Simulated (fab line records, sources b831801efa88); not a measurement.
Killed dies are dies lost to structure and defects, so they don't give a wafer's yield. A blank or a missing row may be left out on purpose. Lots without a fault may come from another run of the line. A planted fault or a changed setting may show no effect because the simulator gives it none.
fab line records | flow gf180mcu
record lots=24 wafers=72 last_day=34
route steps=602 shown SALICIDE@280 V2@404 V3@433 V4@477 MIM@511
lots that met no fault: from a run of the same line without faults
start_h: hours from the record's first day to the start of the lot's first wafer shown | wait_h: hours since the lot's step before | " the same as in the row above | L1.1+2: a row that stands for several wafers | - no value, or no start given | * or withheld: withheld | < > ~ a bound
route shown NAME@n: a module of which the file shows steps, and the number in the route of the first | usual: mean/standard deviation of fault-free wafers | same: alike in all rows | chamber/n: place in a boat | sites: the reading at each site | _std_site: their standard deviation | _edge_site: outer sites' mean less inner sites' | radius_mm: how far each site lies from the wafer's centre | mask NAME#n: copy n | behind: the tool/chamber that last shaped the wafer | hold: why the lot was held/for how many hours/how that ended | device: the transistor (n, p or np) that didn't switch | end of line: the same wafers' tests at the end of the route | a step without rows: its recipe alone | killed: dies lost to structure and defects at the first sort, not the wafer's yield | map: a wafer's dies, x killed, . not, _ none there
set.NAME: the setting as run; set.NAME@STEP: as run at that earlier step | model.NAME: the simulator's own value behind a step, which no gauge read
steps of the route over a sample of lots; a table a step, a row a wafer
services: from which hour (start_h, from the record's first day; less than 0 if before it) a tool's chamber was out of use, for how many hours, and why
## steps
# step GF_SALICIDE_SPUTTER_02
# recipe material=Co target_thk_nm=10 power_w=1000 time_s=20 chamber_pressure_pa=0.4
# usual throttle_valve_pct=29.8/1.3
# columns lot.wafer tool chamber start_h wait_h throttle_valve_pct
L074.1 pvd_sputter-04 - 333.12 0.0 29.9
L074.3 " - " " 31.6
L074.5 " - " " 28.6
L075.2 pvd_sputter-01 - 340.68 0.0 28.7
L075.3 " - " " 30.1
L075.5 " - " " 27.6
L076.3 pvd_sputter-03 - 350.17 0.0 31.3
L076.5 " - " " 31.3
L076.6 " - " " 28.0
L077.3 pvd_sputter-03 - 356.86 0.0 31.3
L077.4 " - " " 29.9
L077.6 " - " " 28.3
L078.1 pvd_sputter-03 - 375.67 0.0 30.6
L078.2 " - " " 31.2
L078.4 " - " " 28.0
L079.2 pvd_sputter-04 - 375.88 0.0 28.8
L079.3 " - " " 31.5
L079.4 " - " " 29.9
L080.3 pvd_sputter-03 - 387.77 0.0 31.3
L080.4 " - " " 30.3
L080.5 " - " " 30.3
L081.1 pvd_sputter-04 - 399.69 0.0 29.0
L081.3 " - " " 31.1
L081.6 " - " " 31.3
L082.3 pvd_sputter-03 - 421.43 0.0 29.8
L082.5 " - " " 30.1
L082.6 " - " " 30.0
L083.1 pvd_sputter-01 - 431.36 0.0 28.5
L083.3 " - " " 27.5
L083.6 " - " " 27.5
L084.4 pvd_sputter-04 - 434.19 0.0 30.2
L084.5 " - " " 28.7
L084.6 " - " " 31.1
L085.3 pvd_sputter-03 - 450.51 0.0 28.0
L085.4 " - " " 31.1
L085.5 " - " " 30.1
L086.1 pvd_sputter-04 - 452.77 0.0 28.7
L086.5 " - " " 31.2
L086.6 " - " " 30.1
L087.3 pvd_sputter-03 - 461.12 0.0 31.4
L087.4 " - " " 29.8
L087.6 " - " " 30.5
L089.3 pvd_sputter-03 - 467.82 0.0 30.4
L089.4 " - " " 29.9
L089.6 " - " " 29.9
L088.3 pvd_sputter-01 - 475.08 0.0 30.3
L088.4 " - " " 29.3
L088.5 " - " " 27.6
L090.4 pvd_sputter-01 - 479.98 0.0 27.5
L090.5 " - " " 30.5
L090.6 " - " " 27.2
L092.3 pvd_sputter-04 - 493.91 0.0 28.8
L092.5 " - " " 28.7
L092.6 " - " " 31.6
L091.2 pvd_sputter-03 - 496.25 0.0 29.8
L091.3 " - " " 30.4
L091.4 " - " " 31.3
L093.1 pvd_sputter-03 - 512.97 0.0 31.3
L093.2 " - " " 30.3
L093.4 " - " " 29.8
L094.2 pvd_sputter-03 - 515.76 0.0 31.3
L094.4 " - " " 30.4
L094.6 " - " " 30.8
L095.3 pvd_sputter-04 - 517.86 0.0 28.8
L095.4 " - " " 31.5
L095.5 " - " " 31.9
L096.4 pvd_sputter-03 - 527.18 0.0 30.0
L096.5 " - " " 30.5
L096.6 " - " " 29.8
L097.2 pvd_sputter-04 - 533.91 0.0 31.1
L097.3 " - " " 31.8
L097.5 " - " " 31.7
# step GF_V2_SPUTTER_22
# recipe material=TiN target_thk_nm=10 chamber_pressure_pa=5 power_w=4000 time_s=40
# usual throttle_valve_pct=29.9/1.2
# columns lot.wafer tool chamber start_h wait_h throttle_valve_pct
L074.1 pvd_sputter-04 - 456.39 0.0 28.7
L074.3 " - " " 31.8
L074.5 " - " " 31.8
L075.2 pvd_sputter-02 - 462.30 0.0 30.3
L075.3 " - " " 28.3
L075.5 " - " " 29.8
L076.3 pvd_sputter-02 - 475.98 0.0 29.6
L076.5 " - " " 30.4
L076.6 " - " " 30.1
L077.3 pvd_sputter-03 - 482.05 0.0 29.9
L077.4 " - " " 30.6
L077.6 " - " " 30.0
L078.1 pvd_sputter-02 - 502.87 0.0 28.7
L078.2 " - " " 30.4
L078.4 " - " " 30.0
L079.2 pvd_sputter-04 - 504.08 0.0 30.0
L079.3 " - " " 31.3
L079.4 " - " " 31.7
L080.3 pvd_sputter-04 - 513.68 0.0 31.3
L080.4 " - " " 31.7
L080.5 " - " " 31.3
L081.1 pvd_sputter-02 - 526.93 0.0 30.6
L081.3 " - " " 28.8
L081.6 " - " " 30.4
L082.3 pvd_sputter-04 - 548.84 0.0 30.3
L082.5 " - " " 28.6
L082.6 " - " " 31.8
L083.1 pvd_sputter-03 - 557.24 0.0 30.5
L083.3 " - " " 27.9
L083.6 " - " " 28.0
L084.4 pvd_sputter-04 - 560.43 0.0 31.5
L084.5 " - " " 31.2
L084.6 " - " " 30.0
L085.3 pvd_sputter-03 - 573.90 0.0 31.2
L085.4 " - " " 28.0
L085.5 " - " " 31.1
L086.1 pvd_sputter-03 - 578.30 0.0 29.5
L086.5 " - " " 30.4
L086.6 " - " " 30.2
L087.3 pvd_sputter-03 - 584.36 0.0 30.5
L087.4 " - " " 31.1
L087.6 " - " " 31.2
L089.3 pvd_sputter-03 - 589.23 0.0 27.8
L089.4 " - " " 30.3
L089.6 " - " " 28.2
L088.3 pvd_sputter-03 - 596.62 0.0 27.8
L088.4 " - " " 29.9
L088.5 " - " " 30.4
L090.4 pvd_sputter-02 - 600.81 0.0 28.3
L090.5 " - " " 29.0
L090.6 " - " " 28.3
L092.3 pvd_sputter-04 - 613.42 0.0 31.9
L092.5 " - " " 29.0
L092.6 " - " " 31.7
L091.2 pvd_sputter-04 - 614.92 0.0 31.7
L091.3 " - " " 30.1
L091.4 " - " " 28.8
L093.1 pvd_sputter-02 - 630.12 0.0 29.7
L093.2 " - " " 28.8
L093.4 " - " " 28.2
L094.2 pvd_sputter-02 - 631.86 0.0 29.7
L094.4 " - " " 28.5
L094.6 " - " " 29.8
L095.3 pvd_sputter-04 - 635.86 0.0 31.2
L095.4 " - " " 29.9
L095.5 " - " " 31.2
L096.4 pvd_sputter-04 - 642.62 0.0 31.7
L096.5 " - " " 31.6
L096.6 " - " " 29.1
L097.2 pvd_sputter-04 - 649.08 0.0 30.2
L097.3 " - " " 31.4
L097.5 " - " " 30.0
# step GF_V3_CMP_04
# recipe material=SiO2 down_force_psi=4 platen_rpm=59.16 pad_velocity_m_s=0.94248
# usual motor_current_A=12.3/1.1 slurry_flow_ml_min=150.0/0.45 time_to_endpoint_s=83/5.2
# columns lot.wafer tool chamber start_h wait_h motor_current_A slurry_flow_ml_min time_to_endpoint_s
L074.3 cmp-01 3 482.88 0.1 12.8 150.0 83
L074.1 " 0 " " 13.1 150.0 82
L074.5 " 2 " " 11.1 149.6 86
L075.3 cmp-02 2 488.42 0.0 12.0 149.0 90
L075.2 " 3 " " 14.4 149.7 82
L075.5 " 3 " " 14.9 149.9 90
L076.3 cmp-01 0 501.86 0.1 12.9 149.5 80
L076.5 " 2 " " 11.0 150.3 90
L076.6 " 3 " " 12.7 149.6 91
L077.3 cmp-01 1 507.25 0.0 10.7 149.9 77
L077.4 " 2 " " 10.6 149.4 79
L077.6 " 2 " " 11.0 149.0 82
L078.4 cmp-02 3 527.59 0.0 14.7 149.5 86
L078.2 " 0 " " 11.9 150.0 81
L078.1 " 1 " " 12.5 149.9 84
L079.4 cmp-01 1 529.44 0.0 12.0 149.8 79
L079.2 " 2 " " 11.0 149.8 81
L079.3 " 0 " " 13.1 150.4 75
L080.3 cmp-01 1 538.80 0.0 11.4 149.7 86
L080.4 " 0 " " 13.0 150.6 88
L080.5 " 1 " " 11.1 150.1 88
L081.1 cmp-02 1 551.59 0.3 12.8 150.1 87
L081.3 " 3 " " 14.2 150.0 92
L081.6 " 2 " " 11.8 150.2 98
L082.3 cmp-02 0 573.17 0.1 11.8 149.6 79
L082.6 " 2 " " 11.5 149.4 90
L082.5 " 3 " " 15.3 150.1 88
L083.3 cmp-02 1 581.19 0.0 12.6 150.3 81
L083.1 " 0 " " 12.1 150.7 83
L083.6 " 2 " " 12.2 149.7 87
L084.4 cmp-02 0 584.11 0.1 10.7 150.7 90
L084.6 " 3 " " 14.6 149.6 86
L084.5 " 0 " " 11.6 150.3 88
L085.4 cmp-02 0 597.63 0.1 11.7 149.6 81
L085.3 " 1 " " 12.8 150.4 75
L085.5 " 3 " " 14.0 150.5 85
L086.1 cmp-02 3 602.02 0.1 14.8 150.5 79
L086.6 " 1 " " 11.8 150.2 83
L086.5 " 2 " " 12.0 150.0 87
L087.3 cmp-02 0 607.83 0.0 12.1 150.1 77
L087.4 " 2 " " 12.5 150.1 89
L087.6 " 0 " " 11.6 149.9 85
L089.4 cmp-02 2 613.19 0.0 12.0 149.7 88
L089.3 " 0 " " 11.4 150.5 76
L089.6 " 2 " " 12.0 149.9 90
L088.3 cmp-02 3 619.21 0.1 14.4 149.6 84
L088.4 " 0 " " 12.6 149.2 87
L088.5 " 2 " " 12.0 150.5 97
L090.4 cmp-02 0 623.72 0.2 11.8 149.2 82
L090.6 " 1 " " 12.0 149.9 84
L090.5 " 2 " " 11.3 150.0 87
L092.3 cmp-02 1 636.62 0.1 12.7 150.1 74
L092.5 " 3 " " 14.1 149.6 90
L092.6 " 0 " " 11.5 149.9 83
L091.4 cmp-02 0 637.03 0.0 11.8 150.0 76
L091.3 " 2 " " 11.4 150.7 76
L091.2 " 3 " " 14.5 149.6 74
L093.1 cmp-02 1 651.46 0.1 12.0 149.5 77
L093.2 " 3 " " 13.8 150.1 77
L093.4 " 0 " " 12.1 149.5 77
L094.4 cmp-01 3 654.46 0.0 12.8 149.6 80
L094.2 " 2 " " 11.4 150.3 82
L094.6 " 0 " " 13.1 149.7 80
L095.3 cmp-02 1 656.92 0.0 11.6 149.3 79
L095.4 " 0 " " 11.8 150.8 77
L095.5 " 1 " " 13.0 149.6 80
L096.4 cmp-01 0 664.25 0.2 13.2 150.2 81
L096.6 " 1 " " 11.1 149.2 94
L096.5 " 2 " " 11.2 149.1 84
L097.2 cmp-01 1 670.43 0.0 10.7 150.1 84
L097.3 " 2 " " 11.2 150.0 81
L097.5 " 2 " " 11.1 150.6 87
# step GF_V3_ETCH_17
# recipe chemistry=C4F8/O2/Ar mask_material=KrF target=SiO2 stop_on=TiN source_w=1500 bias_w=1200 pressure_mtorr=40 c4f8_flow_sccm=withheld O2_flow_sccm=6 Ar_flow_sccm=300 time_s=withheld target_depth_a=6350
# usual oes_product_au=0.856/0.0047
# columns lot.wafer tool chamber start_h wait_h oes_product_au
L074.1 rie_diel-04 2 - - 0.865
L074.3 " 0 " " 0.857
L074.5 " 0 " " 0.855
L075.2 rie_diel-04 2 - - 0.847
L075.3 " 0 " " 0.850
L075.5 " 0 " " 0.860
L076.3 rie_diel-04 3 - - 0.850
L076.5 " 0 " " 0.853
L076.6 " 3 " " 0.851
L077.3 rie_diel-03 3 - - 0.856
L077.4 " 1 " " 0.856
L077.6 " 2 " " 0.860
L078.1 rie_diel-03 3 - - 0.854
L078.2 " 1 " " 0.859
L078.4 " 1 " " 0.851
L079.2 rie_diel-03 1 - - 0.856
L079.3 " 0 " " 0.853
L079.4 " 2 " " 0.845
L080.3 rie_diel-03 3 - - 0.857
L080.4 " 1 " " 0.856
L080.5 " 0 " " 0.857
L081.1 rie_diel-03 0 - - 0.854
L081.3 " 3 " " 0.860
L081.6 " 2 " " 0.857
L082.3 rie_diel-04 2 - - 0.867
L082.5 " 3 " " 0.856
L082.6 " 2 " " 0.853
L083.1 rie_diel-04 2 - - 0.858
L083.3 " 3 " " 0.852
L083.6 " 2 " " 0.859
L084.4 rie_diel-01 0 - - 0.860
L084.5 " 1 " " 0.851
L084.6 " 2 " " 0.858
L085.3 rie_diel-04 0 - - 0.859
L085.4 " 0 " " 0.855
L085.5 " 2 " " 0.853
L086.1 rie_diel-03 0 - - 0.855
L086.5 " 3 " " 0.856
L086.6 " 0 " " 0.849
L087.3 rie_diel-04 0 - - 0.859
L087.4 " 3 " " 0.855
L087.6 " 0 " " 0.852
L089.3 rie_diel-04 0 - - 0.865
L089.4 " 1 " " 0.857
L089.6 " 0 " " 0.857
L088.3 rie_diel-04 0 - - 0.856
L088.4 " 1 " " 0.845
L088.5 " 0 " " 0.869
L090.4 rie_diel-04 3 - - 0.861
L090.5 " 3 " " 0.850
L090.6 " 2 " " 0.859
L092.3 rie_diel-03 3 - - 0.856
L092.5 " 2 " " 0.857
L092.6 " 1 " " 0.865
L091.2 rie_diel-04 3 - - 0.859
L091.3 " 2 " " 0.862
L091.4 " 0 " " 0.854
L093.1 rie_diel-04 2 - - 0.855
L093.2 " 0 " " 0.854
L093.4 " 1 " " 0.846
L094.2 rie_diel-01 2 - - 0.855
L094.4 " 3 " " 0.859
L094.6 " 0 " " 0.854
L095.3 rie_diel-01 1 - - 0.855
L095.4 " 3 " " 0.862
L095.5 " 2 " " 0.863
L096.4 rie_diel-04 2 - - 0.856
L096.5 " 2 " " 0.854
L096.6 " 3 " " 0.854
L097.2 rie_diel-01 0 - - 0.856
L097.3 " 3 " " 0.850
L097.5 " 2 " " 0.856
# step GF_V4_THK_MEAS_01
# recipe reads=SiO2_of_V4_CVD_00
# usual V4_CVD_00_THK=627/5.1
# columns lot.wafer tool chamber start_h wait_h V4_CVD_00_THK[nm]
L074.1 film_metro-02 - 532.58 0.0 624
L074.3 " - " " 629
L074.5 " - " " 632
L075.2 film_metro-01 - 537.01 0.0 612
L075.3 " - " " 616
L075.5 " - " " 616
L076.3 film_metro-02 - 550.89 0.1 626
L076.5 " - " " 615
L076.6 " - " " 625
L077.3 film_metro-04 - 556.76 0.1 621
L077.4 " - " " 627
L077.6 " - " " 624
L078.1 film_metro-01 - 575.01 0.0 627
L078.2 " - " " 631
L078.4 " - " " 625
L079.2 film_metro-02 - 577.82 0.0 634
L079.3 " - " " 625
L079.4 " - " " 622
L080.3 film_metro-01 - 585.61 0.1 626
L080.4 " - " " 634
L080.5 " - " " 624
L081.1 film_metro-04 - 597.89 0.1 630
L081.3 " - " " 625
L081.6 " - " " 635
L082.3 film_metro-01 - 617.47 0.1 634
L082.5 " - " " 625
L082.6 " - " " 625
L083.1 film_metro-01 - 625.97 0.0 620
L083.3 " - " " 629
L083.6 " - " " 617
L084.4 film_metro-01 - 628.52 0.0 630
L084.5 " - " " 636
L084.6 " - " " 634
L085.3 film_metro-01 - 641.09 0.1 625
L085.4 " - " " 621
L085.5 " - " " 629
L086.1 film_metro-04 - 645.63 0.0 633
L086.5 " - " " 631
L086.6 " - " " 631
L087.3 film_metro-02 - 650.95 0.1 624
L087.4 " - " " 622
L087.6 " - " " 628
L089.3 film_metro-01 - 655.33 0.1 629
L089.4 " - " " 625
L089.6 " - " " 623
L088.3 film_metro-01 - 661.21 0.1 628
L088.4 " - " " 627
L088.5 " - " " 626
L090.4 film_metro-02 - 667.03 0.0 630
L090.5 " - " " 630
L090.6 " - " " 633
L092.3 film_metro-02 - 677.46 0.1 632
L092.5 " - " " 628
L092.6 " - " " 626
L091.2 film_metro-01 - 679.00 0.0 624
L091.3 " - " " 623
L091.4 " - " " 628
L093.1 film_metro-04 - 692.49 0.0 632
L093.2 " - " " 635
L093.4 " - " " 637
L094.2 film_metro-04 - 694.05 0.0 622
L094.4 " - " " 617
L094.6 " - " " 628
L095.3 film_metro-01 - 697.76 0.1 623
L095.4 " - " " 635
L095.5 " - " " 632
L096.4 film_metro-02 - 704.52 0.0 628
L096.5 " - " " 633
L096.6 " - " " 627
L097.2 film_metro-02 - 710.60 0.0 628
L097.3 " - " " 628
L097.5 " - " " 627
# step GF_MIM_SPUTTER_08
# recipe material=AlCu target_thk_nm=200 power_w=10600 time_s=10.6 chamber_pressure_pa=0.4
# usual throttle_valve_pct=29.4/1.1
# columns lot.wafer tool chamber start_h wait_h throttle_valve_pct
L074.1 pvd_sputter-02 - 558.19 0.0 28.7
L074.3 " - " " 30.3
L074.5 " - " " 30.1
L075.2 pvd_sputter-02 - 562.09 0.0 30.0
L075.3 " - " " 30.5
L075.5 " - " " 28.3
L076.3 pvd_sputter-01 - 575.24 0.0 27.5
L076.5 " - " " 27.6
L076.6 " - " " 28.9
L077.3 pvd_sputter-02 - 581.21 0.0 28.8
L077.4 " - " " 28.3
L077.6 " - " " 28.5
L078.1 pvd_sputter-02 - 599.04 0.0 28.6
L078.2 " - " " 29.8
L078.4 " - " " 30.4
L079.2 pvd_sputter-02 - 601.38 0.0 28.3
L079.3 " - " " 29.0
L079.4 " - " " 29.9
L080.3 pvd_sputter-04 - 609.69 0.0 31.6
L080.4 " - " " 28.6
L080.5 " - " " 31.3
L081.1 pvd_sputter-02 - 621.14 0.0 28.8
L081.3 " - " " 28.2
L081.6 " - " " 30.5
L082.3 pvd_sputter-01 - 640.07 0.0 30.2
L082.5 " - " " 29.2
L082.6 " - " " 28.7
L083.1 pvd_sputter-01 - 648.46 0.0 30.4
L083.3 " - " " 29.0
L083.6 " - " " 27.4
L084.4 pvd_sputter-04 - 650.65 0.0 30.1
L084.5 " - " " 31.7
L084.6 " - " " 28.6
L085.3 pvd_sputter-02 - 664.04 0.0 29.8
L085.4 " - " " 30.4
L085.5 " - " " 28.9
L086.1 pvd_sputter-02 - 667.53 0.0 29.8
L086.5 " - " " 28.4
L086.6 " - " " 28.2
L087.3 pvd_sputter-02 - 672.98 0.0 29.9
L087.4 " - " " 28.8
L087.6 " - " " 29.7
L089.3 pvd_sputter-01 - 676.55 0.0 29.2
L089.4 " - " " 28.7
L089.6 " - " " 30.3
L088.3 pvd_sputter-02 - 682.81 0.0 30.3
L088.4 " - " " 28.5
L088.5 " - " " 28.0
L090.4 pvd_sputter-04 - 688.69 0.0 28.8
L090.5 " - " " 31.3
L090.6 " - " " 28.9
L092.3 pvd_sputter-01 - 698.65 0.0 28.9
L092.5 " - " " 29.2
L092.6 " - " " 30.4
L091.2 pvd_sputter-04 - 700.24 0.0 28.5
L091.3 " - " " 31.4
L091.4 " - " " 30.3
L093.1 pvd_sputter-02 - 713.53 0.0 30.2
L093.2 " - " " 29.0
L093.4 " - " " 28.3
L094.2 pvd_sputter-01 - 715.35 0.0 29.0
L094.4 " - " " 29.2
L094.6 " - " " 27.2
L095.3 pvd_sputter-01 - 717.86 0.0 30.4
L095.4 " - " " 28.5
L095.5 " - " " 28.8
L096.4 pvd_sputter-04 - 724.47 0.0 31.3
L096.5 " - " " 31.9
L096.6 " - " " 30.2
L097.2 pvd_sputter-02 - 730.96 0.0 30.3
L097.3 " - " " 28.1
L097.5 " - " " 29.8
## services
# columns tool chamber start_h hours kind
cmp-02 - 314.56 1.0 repair
cmp-02 - 327.65 0.8 repair
cmp-02 - 328.02 1.2 repair
pvd_sputter-04 - 349.70 9.8 repair
cmp-01 - 352.17 0.2 repair
pvd_sputter-04 - 393.93 2.9 repair
cmp-02 - 404.00 4.0 pm
pvd_sputter-04 - 434.80 4.6 repair
pvd_sputter-01 - 451.92 1.4 repair
rie_diel-04 1 453.06 132.0 repair
pvd_sputter-04 - 459.30 3.5 repair
rie_diel-04 0 467.88 6.9 repair
rie_diel-04 2 469.66 3.8 repair
rie_diel-04 - 560.34 1.4 repair
pvd_sputter-03 - 561.38 0.7 repair
pvd_sputter-02 - 581.45 1.3 repair
cmp-02 - 588.57 2.1 repair
cmp-02 - 625.36 3.4 pm
pvd_sputter-02 - 636.00 3.1 repair
cmp-02 - 666.25 6.4 pm
pvd_sputter-03 - 683.69 2.2 repair
rie_diel-04 1 698.01 10.7 repair
cmp-02 - 707.93 1.9 repair
cmp-02 - 725.28 1.7 repair
## key
fault none
